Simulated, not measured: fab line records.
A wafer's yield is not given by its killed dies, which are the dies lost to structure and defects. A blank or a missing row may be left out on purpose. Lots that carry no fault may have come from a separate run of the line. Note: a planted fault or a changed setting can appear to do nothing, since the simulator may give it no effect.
Chamber matching | flow gf180mcu | cmp-02 running GF_V2_CMP_04: 4 sister chambers
The step polishes SiO2. 4 wafers are shown with their chamber, then 12 later ones without.

## WAFERS PAIRED WITH THEIR CHAMBERS
wafer  | chamber | motorCurrentA (A)
L088.2 | 0       | 13.6
L088.5 | 1       | 14.3
L089.5 | 2       | 11.6
L089.6 | 3       | 10.8

## WAFERS WITH NO CHAMBER GIVEN
wafer  | motorCurrentA (A)
L090.1 | 14.0
L090.2 | 13.2
L090.3 | 10.9
L091.1 | 14.4
L091.2 | 13.0
L091.6 | 14.5
L092.3 | 11.8
L092.4 | 14.1
L092.6 | 14.9
L097.2 | 11.9
L097.3 | 12.4
L097.5 | 12.7

## THE CHAMBER EACH PASSED THROUGH
wafer  | from the rows above          | in truth
L090.1 | can't be placed: 1 or 0      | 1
L090.2 | can't be placed: 0 or 1      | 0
L090.3 | can't be placed: 3 or 2      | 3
L091.1 | can't be placed: 1 or 0      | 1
L091.2 | can't be placed: 0 or 1 or 2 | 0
L091.6 | can't be placed: 1 or 0      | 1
L092.3 | can't be placed: 2 or 3      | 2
L092.4 | can't be placed: 1 or 0      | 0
L092.6 | can't be placed: 1 or 0      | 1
L097.2 | can't be placed: 2 or 3      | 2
L097.3 | can't be placed: 2 or 0 or 3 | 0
L097.5 | can't be placed: 0 or 2 or 1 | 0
0 of 12 placed correctly. Unplaceable from these rows: 12, with the true chamber sitting among the candidates in 12. Placed wrongly: 0.
How it was worked out, from the rows above alone: a wafer's distance from a chamber is the root of the sum, over the readings, of the square of ((its reading less the chamber's mean) divided by the reading's scatter). The wafer belongs to the nearest chamber; if the next one is less than 2 further off, it can't be placed. A chamber's mean is the mean of its shown wafers. The scatter (one wafer shown for each chamber): square how far every hidden wafer sits from the nearest shown wafer, average those squares and take the square root.
